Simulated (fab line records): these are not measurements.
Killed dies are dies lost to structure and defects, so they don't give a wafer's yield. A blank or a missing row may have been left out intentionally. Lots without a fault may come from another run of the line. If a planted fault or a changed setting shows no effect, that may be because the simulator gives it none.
fab line records -- flow sky130
record: lots: 14, wafers: 42, lastDay: 50
route steps=708 shown NWELL@79 SONOS_ONO@182 GATE_OXIDE@189 PAD_OPEN@708
lots untouched by any fault: they come from a run of this same line in which no faults occurred
startH: the number of hours between the record's first day and the start of the first shown wafer of the lot -- waitH: hours since the lot's step before -- " identical to the entry in the row above -- L1.1+2: several wafers, shown together as one row -- - no value, or no start was given -- * or withheld: withheld -- < > ~ a bound
route shown NAME@n: names a module that has steps shown in the file, with the first one's number in the route -- usual: mean/standard deviation taken from wafers without a fault -- same: alike in all rows -- chamber/n: place in a boat -- sites: readings site by site -- _std_site: the values' standard deviation -- _edge_site: outer sites' mean less inner sites' -- radiusMm: how far each site lies from the wafer's centre -- mask NAME#n: copy n -- behind: tool/chamber where the wafer was last shaped -- hold: why the lot went on hold/how many hours it stayed there/how the hold came to an end -- device: the n, p or np transistor that did not switch -- end of line: at the end of the route, the tests of the same wafers -- a step given without rows: its recipe and nothing more -- killed: the dies lost at the first sort to structure and to defects; this is not the yield of the wafer -- map: dies across one wafer; x = killed, . = not, _ = none there
set.NAME: the run value of the setting; set.NAME@STEP: its run value at that earlier step -- model.NAME: the simulator's own value behind a step, which no gauge read
the route's steps for a sample of lots (tables are steps, rows are wafers)
services: the hour from which a tool's chamber was out of use, counted from the record's first day as startH (under 0 if before that day), plus the number of hours and why
== steps ==
step: SKY_NWELL_TW_MEAS_26
usual: NWELL_2_TW: 498/11
lot.wafer,tool,chamber,startH,waitH,NWELL_2_TW
L941.1,filmMetro-02,-,106.21,0.1,514
L941.3,filmMetro-02,-,106.21,0.1,507
L941.5,filmMetro-02,-,106.21,0.1,513
L942.2,filmMetro-04,-,113.69,0.1,492
L942.3,filmMetro-04,-,113.69,0.1,490
L942.4,filmMetro-04,-,113.69,0.1,486
L943.1,filmMetro-03,-,117.26,0.1,495
L943.3,filmMetro-03,-,117.26,0.1,495
L943.6,filmMetro-03,-,117.26,0.1,491
L945.2,filmMetro-04,-,141.71,0.1,486
L945.4,filmMetro-04,-,141.71,0.1,486
L945.5,filmMetro-04,-,141.71,0.1,485
L954.2,filmMetro-03,-,197.91,0.1,494
L954.4,filmMetro-03,-,197.91,0.1,494
L954.6,filmMetro-03,-,197.91,0.1,493
L956.1,filmMetro-04,-,200.81,0.1,489
L956.3,filmMetro-04,-,200.81,0.1,490
L956.5,filmMetro-04,-,200.81,0.1,488
L955.2,filmMetro-03,-,201.87,0.1,497
L955.5,filmMetro-03,-,201.87,0.1,496
L955.6,filmMetro-03,-,201.87,0.1,496
L957.1,filmMetro-03,-,207.85,0.1,493
L957.3,filmMetro-03,-,207.85,0.1,493
L957.4,filmMetro-03,-,207.85,0.1,496
L959.3,filmMetro-02,-,220.48,0.1,510
L959.4,filmMetro-02,-,220.48,0.1,514
L959.5,filmMetro-02,-,220.48,0.1,513
L958.1,filmMetro-04,-,221.18,0.1,485
L958.3,filmMetro-04,-,221.18,0.1,487
L958.4,filmMetro-04,-,221.18,0.1,485
L960.1,filmMetro-02,-,226.41,0.1,515
L960.2,filmMetro-02,-,226.41,0.1,515
L960.6,filmMetro-02,-,226.41,0.1,515
L961.1,filmMetro-04,-,227.03,0.1,483
L961.2,filmMetro-04,-,227.03,0.1,484
L961.4,filmMetro-04,-,227.03,0.1,484
L962.1,filmMetro-03,-,236.08,0.1,496
L962.2,filmMetro-03,-,236.08,0.1,494
L962.3,filmMetro-03,-,236.08,0.1,493
L963.1,filmMetro-03,-,242.15,0.1,494
L963.2,filmMetro-03,-,242.15,0.1,496
L963.5,filmMetro-03,-,242.15,0.1,493
step: SKY_SONOS_ONO_OVL_MEAS_14
usual: SONOS_ONO_OVL: 0.0/1.6
lot.wafer,tool,chamber,startH,waitH,SONOS_ONO_OVL[nm]
L941.1,overlay-01,-,277.73,0.1,0.9
L941.3,overlay-01,-,277.73,0.1,0.3
L941.5,overlay-01,-,277.73,0.1,1.0
L942.2,overlay-02,-,292.45,0.1,-1.4
L942.3,overlay-02,-,292.45,0.1,1.0
L942.4,overlay-02,-,292.45,0.1,-0.3
L943.1,overlay-02,-,295.54,0.1,1.5
L943.3,overlay-02,-,295.54,0.1,0.1
L943.6,overlay-02,-,295.54,0.1,1.7
L945.2,overlay-02,-,328.14,0.1,0.7
L945.4,overlay-02,-,328.14,0.1,0.5
L945.5,overlay-02,-,328.14,0.1,1.8
L954.2,overlay-01,-,407.44,0.1,-0.9
L954.4,overlay-01,-,407.44,0.1,-0.6
L954.6,overlay-01,-,407.44,0.1,-0.5
L956.1,overlay-01,-,410.74,0.1,-0.9
L956.3,overlay-01,-,410.74,0.1,0.5
L956.5,overlay-01,-,410.74,0.1,0.6
L955.2,overlay-01,-,411.74,0.1,-2.7
L955.5,overlay-01,-,411.74,0.1,-2.0
L955.6,overlay-01,-,411.74,0.1,0.5
L957.1,overlay-02,-,417.73,0.1,0.9
L957.3,overlay-02,-,417.73,0.1,1.3
L957.4,overlay-02,-,417.73,0.1,1.6
L959.3,overlay-01,-,437.71,0.1,-0.1
L959.4,overlay-01,-,437.71,0.1,-1.7
L959.5,overlay-01,-,437.71,0.1,-3.0
L958.1,overlay-01,-,441.49,0.1,-0.7
L958.3,overlay-01,-,441.49,0.1,-1.9
L958.4,overlay-01,-,441.49,0.1,-0.7
L960.1,overlay-02,-,447.48,0.1,-0.3
L960.2,overlay-02,-,447.48,0.1,-1.5
L960.6,overlay-02,-,447.48,0.1,0.5
L961.1,overlay-02,-,448.64,0.1,0.0
L961.2,overlay-02,-,448.64,0.1,0.6
L961.4,overlay-02,-,448.64,0.1,-1.3
L962.1,overlay-01,-,459.23,0.1,-1.6
L962.2,overlay-01,-,459.23,0.1,-0.9
L962.3,overlay-01,-,459.23,0.1,0.3
L963.1,overlay-02,-,471.19,0.1,2.4
L963.2,overlay-02,-,471.19,0.1,2.0
L963.5,overlay-02,-,471.19,0.1,3.8
step: SKY_GATE_OXIDE_THK_MEAS_02
recipe: reads: SiO2_of_GATE_OXIDE_OXIDATION_01
usual: GATE_OXIDE_OXIDATION_00_THK: 10.22/0.18
lot.wafer,tool,chamber,startH,waitH,GATE_OXIDE_OXIDATION_00_THK[nm]
L941.1,filmMetro-03,-,279.50,0.0,10.20
L941.3,filmMetro-03,-,279.50,0.0,10.13
L941.5,filmMetro-03,-,279.50,0.0,10.36
L942.2,filmMetro-02,-,294.21,0.0,9.95
L942.3,filmMetro-02,-,294.21,0.0,9.93
L942.4,filmMetro-02,-,294.21,0.0,9.97
L943.1,filmMetro-04,-,297.41,0.0,10.19
L943.3,filmMetro-04,-,297.41,0.0,10.26
L943.6,filmMetro-04,-,297.41,0.0,10.24
L945.2,filmMetro-04,-,330.30,0.0,9.98
L945.4,filmMetro-04,-,330.30,0.0,9.89
L945.5,filmMetro-04,-,330.30,0.0,9.84
L954.2,filmMetro-04,-,409.26,0.0,10.54
L954.4,filmMetro-04,-,409.26,0.0,10.40
L954.6,filmMetro-04,-,409.26,0.0,10.30
L956.1,filmMetro-04,-,413.52,0.0,10.17
L956.3,filmMetro-04,-,413.52,0.0,10.10
L956.5,filmMetro-04,-,413.52,0.0,10.29
L955.2,filmMetro-04,-,415.98,0.0,10.65
L955.5,filmMetro-04,-,415.98,0.0,10.53
L955.6,filmMetro-04,-,415.98,0.0,10.67
L957.1,filmMetro-03,-,420.08,0.0,10.19
L957.3,filmMetro-03,-,420.08,0.0,10.12
L957.4,filmMetro-03,-,420.08,0.0,10.05
L959.3,filmMetro-02,-,439.64,0.0,10.27
L959.4,filmMetro-02,-,439.64,0.0,10.24
L959.5,filmMetro-02,-,439.64,0.0,10.42
L958.1,filmMetro-02,-,444.17,0.0,10.11
L958.3,filmMetro-02,-,444.17,0.0,10.29
L958.4,filmMetro-02,-,444.17,0.0,10.15
L960.1,filmMetro-04,-,449.66,0.0,10.15
L960.2,filmMetro-04,-,449.66,0.0,10.22
L960.6,filmMetro-04,-,449.66,0.0,10.03
L961.1,filmMetro-03,-,451.07,0.0,10.49
L961.2,filmMetro-03,-,451.07,0.0,10.36
L961.4,filmMetro-03,-,451.07,0.0,10.57
L962.1,filmMetro-02,-,460.99,0.0,10.09
L962.2,filmMetro-02,-,460.99,0.0,10.15
L962.3,filmMetro-02,-,460.99,0.0,10.04
L963.1,filmMetro-02,-,473.48,0.0,9.95
L963.2,filmMetro-02,-,473.48,0.0,9.97
L963.5,filmMetro-02,-,473.48,0.0,10.07
step: SKY_GATE_OXIDE_IMPLANT_11
recipe: species: B, energyKev: 10, doseCm2: 2.6e+12, tiltDeg: withheld
usual: beamEnergyKeV: 10.000/0.0031, beamOnS: 9.97/0.2, endStationPressureTorr: 5.04e-06/2.6e-07
lot.wafer,tool,chamber,startH,waitH,beamEnergyKeV,beamOnS,endStationPressureTorr
L941.1,implanter-04,0,304.48,0.0,10.000,10.14,4.96e-06
L941.3,implanter-04,0,304.48,0.0,10.000,10.11,4.93e-06
L941.5,implanter-04,0,304.48,0.0,9.999,9.92,4.58e-06
L942.2,implanter-04,0,319.53,0.0,8.475,10.13,5.08e-06
L942.3,implanter-04,0,319.53,0.0,8.473,9.82,5.47e-06
L942.4,implanter-04,0,319.53,0.0,8.474,9.96,5.03e-06
L943.1,implanter-04,0,322.76,0.0,8.473,9.97,4.95e-06
L943.3,implanter-04,0,322.76,0.0,8.471,9.75,4.95e-06
L943.6,implanter-04,0,322.76,0.0,8.475,9.48,4.76e-06
L945.2,implanter-04,0,357.44,0.0,8.470,9.76,4.98e-06
L945.4,implanter-04,0,357.44,0.0,8.471,9.85,4.75e-06
L945.5,implanter-04,0,357.44,0.0,8.473,10.20,4.91e-06
L954.2,implanter-03,0,439.76,0.0,10.002,10.02,4.79e-06
L954.4,implanter-03,0,439.76,0.0,9.996,9.76,5.32e-06
L954.6,implanter-03,0,439.76,0.0,10.002,9.61,5.38e-06
L956.1,implanter-03,0,443.21,0.0,9.992,9.84,5.05e-06
L956.3,implanter-03,0,443.21,0.0,9.993,9.67,5.37e-06
L956.5,implanter-03,0,443.21,0.0,9.996,10.05,4.8e-06
L955.2,implanter-02,0,446.29,0.0,10.002,10.07,5.05e-06
L955.5,implanter-02,0,446.29,0.0,10.001,10.10,5.45e-06
L955.6,implanter-02,0,446.29,0.0,9.999,9.97,4.91e-06
L957.1,implanter-04,0,450.68,0.0,9.998,10.18,5.1e-06
L957.3,implanter-04,0,450.68,0.0,10.006,10.02,5.03e-06
L957.4,implanter-04,0,450.68,0.0,10.003,9.96,4.79e-06
L959.3,implanter-04,0,470.73,0.1,10.002,10.19,5.06e-06
L959.4,implanter-04,0,470.73,0.1,10.000,9.90,5.33e-06
L959.5,implanter-04,0,470.73,0.1,9.999,10.00,5.24e-06
L958.1,implanter-04,0,474.65,0.0,9.996,9.99,4.95e-06
L958.3,implanter-04,0,474.65,0.0,10.001,10.11,5.64e-06
L958.4,implanter-04,0,474.65,0.0,10.001,9.55,5.27e-06
L960.1,implanter-02,0,479.93,0.0,10.001,10.11,4.87e-06
L960.2,implanter-02,0,479.93,0.0,9.999,10.09,5.44e-06
L960.6,implanter-02,0,479.93,0.0,9.995,10.10,4.98e-06
L961.1,implanter-04,0,488.01,0.0,10.002,10.27,4.83e-06
L961.2,implanter-04,0,488.01,0.0,10.004,9.85,4.95e-06
L961.4,implanter-04,0,488.01,0.0,9.995,10.22,5.04e-06
L962.1,implanter-04,0,491.45,0.0,9.999,10.13,4.88e-06
L962.2,implanter-04,0,491.45,0.0,9.998,9.72,4.94e-06
L962.3,implanter-04,0,491.45,0.0,9.997,10.35,5.01e-06
L963.1,implanter-02,0,503.71,0.0,9.988,10.03,5.27e-06
L963.2,implanter-02,0,503.71,0.0,9.995,10.37,5.17e-06
L963.5,implanter-02,0,503.71,0.0,9.995,10.00,4.89e-06
step: SKY_PAD_OPEN_PROBE_99
usual: killed_at_M0_to_M3: 44/7.3, killed_at_M4_up: 3.1/1.9, killedAtContacts: 24/5.3, killedAtFrontEnd: 15/4, killedAtOther: 0.4/0.6, killedDies: 86/9.2, killedOpen: 47/6.9, killedShort: 39/6.9
same: grossDies: 492, killedAtBackSide: 0
lot.wafer,tool,chamber,startH,waitH,killed_at_M0_to_M3,killed_at_M4_up,killedAtContacts,killedAtFrontEnd,killedAtOther,killedDies,killedOpen,killedShort
L941.1,prober-01,-,1068.43,0.1,40,5,21,9,1,76,41,35
L941.3,prober-01,-,1068.53,0.2,46,2,19,18,0,85,49,36
L941.5,prober-01,-,1068.63,0.2,40,3,21,24,0,88,48,40
L955.2,prober-01,-,1170.45,0.1,47,2,22,14,0,85,44,41
L955.5,prober-01,-,1170.60,0.2,49,2,23,9,0,83,50,32
L955.6,prober-01,-,1170.65,0.2,40,2,17,14,1,74,34,40
L958.1,prober-01,-,1179.54,0.1,52,3,23,10,0,88,52,35
L958.3,prober-01,-,1179.64,0.2,52,3,20,19,2,96,55,40
L958.4,prober-01,-,1179.69,0.2,47,0,18,23,0,88,43,44
killed by level:class
L941.1 CONTACT:geometricParticle:open=10 VIA3:geometricParticle:open=9 VIA1:geometricParticle:open=8 VIA2:geometricParticle:open=7 CONTACT:geometricParticle:short=6 FIELD_ISO:geometricParticle:short=5 METAL2:geometricParticle:short=4 VIA2:geometricParticle:short=4
L941.3 VIA1:geometricParticle:open=13 CONTACT:geometricParticle:open=12 VIA2:geometricParticle:open=8 METAL1:geometricParticle:short=6 METAL2:geometricParticle:short=5 FIELD_ISO:geometricParticle:open=4 POLY_GATE:geometricParticle:short=4 SPACER:geometricParticle:short=4
L941.5 VIA1:geometricParticle:open=13 POLY_GATE:geometricParticle:open=6 CONTACT:geometricParticle:open=6 POLY_GATE:geometricParticle:short=5 SPACER:geometricParticle:open=5 LOCAL_INTERCONNECT:geometricParticle:short=5 METAL2:geometricParticle:short=5 VIA2:geometricParticle:short=5
L955.2 VIA1:geometricParticle:open=10 CONTACT:geometricParticle:short=9 VIA2:geometricParticle:open=9 LI_CONTACT:geometricParticle:open=6 CONTACT:geometricParticle:open=6 VIA1:geometricParticle:short=5 POLY_CUT:geometricParticle:short=4 METAL2:geometricParticle:short=4
L955.5 VIA1:geometricParticle:open=11 CONTACT:geometricParticle:open=10 VIA2:geometricParticle:open=8 VIA1:geometricParticle:short=8 VIA3:geometricParticle:open=6 LI_CONTACT:geometricParticle:open=6 METAL2:geometricParticle:short=5 LI_CONTACT:geometricParticle:short=4
L955.6 VIA1:geometricParticle:open=7 VIA2:geometricParticle:open=6 LI_CONTACT:geometricParticle:open=5 VIA3:geometricParticle:open=5 FIELD_ISO:geometricParticle:short=4 METAL3:geometricParticle:short=4 FIELD_ISO:geometricParticle:open=4 METAL1:geometricParticle:short=4
L958.1 VIA1:geometricParticle:open=15 CONTACT:geometricParticle:open=11 VIA2:geometricParticle:open=9 VIA1:geometricParticle:short=6 CONTACT:geometricParticle:short=5 VIA3:geometricParticle:open=5 LOCAL_INTERCONNECT:geometricParticle:short=4 METAL2:geometricParticle:short=4
L958.3 VIA2:geometricParticle:open=13 VIA3:geometricParticle:open=8 VIA1:geometricParticle:open=8 METAL2:geometricParticle:short=7 FIELD_ISO:geometricParticle:open=6 CONTACT:geometricParticle:short=6 CONTACT:geometricParticle:open=6 LI_CONTACT:geometricParticle:open=5
L958.4 VIA2:geometricParticle:open=12 FIELD_ISO:geometricParticle:short=7 VIA1:geometricParticle:open=7 FIELD_ISO:geometricParticle:open=6 CONTACT:geometricParticle:short=6 LI_CONTACT:geometricParticle:open=5 VIA2:geometricParticle:short=5 METAL1:geometricParticle:short=4
== services ==
tool,chamber,startH,hours,kind
implanter-03,-,292.76,4.6,pm
implanter-02,-,300.10,3.1,pm
implanter-04,-,306.67,1.8,repair
implanter-03,-,322.08,4.7,pm
implanter-04,-,326.57,22.0,pm
implanter-02,-,387.43,0.9,repair
implanter-04,-,404.35,1.2,repair
implanter-04,-,413.14,5.0,repair
== key ==
firstSign: step: SKY_GATE_OXIDE_IMPLANT_11, reading: beamEnergyKeV, direction: down, sigmas: 99+, usual: *, struck: *
effect none on later readings
metAt SKY_GATE_OXIDE_IMPLANT_11
struckLots L942,L943,L945
testerLeftOut L942,L943,L945
notActingAt SKY_NWELL_TW_MEAS_26,SKY_SONOS_ONO_OVL_MEAS_14,SKY_GATE_OXIDE_THK_MEAS_02
onsetBetween 304.48 319.53
fault: kind: processParameterDrift, tool: implanter-04, chamber: -, onsetH: 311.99, steps: SKY_GATE_OXIDE_IMPLANT_11, channel: energyKev, offset: *, shape: step, endH: 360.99, actsIn: *, stated: *
testerLeftOut: of these lots the tester's yield and bins aren't shown, on N5 and GAA mostly nor the transistor test; their killed dies are dies lost to structure and defects alone, not to doping, threshold or leakage, so they don't give the yield
